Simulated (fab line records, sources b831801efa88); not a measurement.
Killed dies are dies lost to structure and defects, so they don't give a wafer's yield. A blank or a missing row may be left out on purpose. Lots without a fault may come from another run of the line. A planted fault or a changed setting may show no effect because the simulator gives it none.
Problem report in the 8D (eight disciplines) form, filled by code | flow sky130 | the parts of the form that need people (team, actions taken, sign-off) are left out

1. THE PROBLEM
beam_energy_keV at SKY_SONOS_TUNNEL_IMPLANT_09 reads a mean of 21.269 on 6 wafers of 2 lots; wafers without a fault read 20.000 with a standard deviation of 0.0069. That is +99 or more standard deviations from the usual mean.
First seen on wafer L391.1, day 14 15:25, on implanter-04. The record holds 42 wafers of 14 lots with a number at this step. Rule for "out", or "out of limits": more than 4 standard deviations from the usual mean. The other wafers with a number count as sound.

2. WHAT IT IS AND WHAT IT IS NOT
question                    | is                     | is not
which readings at this step | beam_energy_keV        | -
which lots                  | L391, L395             | L381, L382, L384, L386, L388, L389, L399, L400, L401, L402, L403, L404
which wafers of those lots  | all that have a number | -
read on which tools         | implanter-04           | implanter-01, implanter-03
when                        | from day 14 15:25      | up to then (18 sound wafers); but 18 sound wafers of L399, L400, L401, L402, L403, L404 came after

3. SUSPECTS, AND WHAT RULES EACH OUT
Counting: a tool at a process step up to the reading stays a suspect if it ran every lot that is out and no sound lot after the first of them.
- implanter-04 at SKY_SONOS_TUNNEL_IMPLANT_09: ruled out as a lasting fault. Sound lots L404 ran on it after its first lot that is out, L391 (day 14 15:25).
Left after counting: nothing in the record.

4. THE CAUSE (what the simulator had put in)
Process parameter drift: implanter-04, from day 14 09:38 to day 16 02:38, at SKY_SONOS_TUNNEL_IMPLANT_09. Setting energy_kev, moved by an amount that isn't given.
Counting ruled it out, wrongly.

5. THE CHAIN OF EFFECTS, in route order
Each row: a reading whose mean over the struck wafers that have a number lies more than 3 standard deviations from the usual. Only readings for which the record gives a usual standard deviation are gone through. hours: the time from each lot's start at the first step in this table that gives one to its start at this step, as a median over the lots. sigmas: the change in usual standard deviations.
hours | step                        | reading         | usual  | on struck wafers | change | sigmas
0     | SKY_SONOS_TUNNEL_IMPLANT_09 | beam_energy_keV | 20.000 | 21.269           | +1.269 | +99 or more
The process steps in it:
- SKY_SONOS_TUNNEL_IMPLANT_09
Later measuring or inspecting steps at which every struck wafer that the step has a row for has a number for every such reading, and none has moved that far: SKY_SONOS_ONO_CD_MEAS_13.

6. WHAT WOULD HAVE CAUGHT IT SOONER
In this record the first reading out of limits was taken at day 14 15:25, 6 hours after the fault began at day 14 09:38.
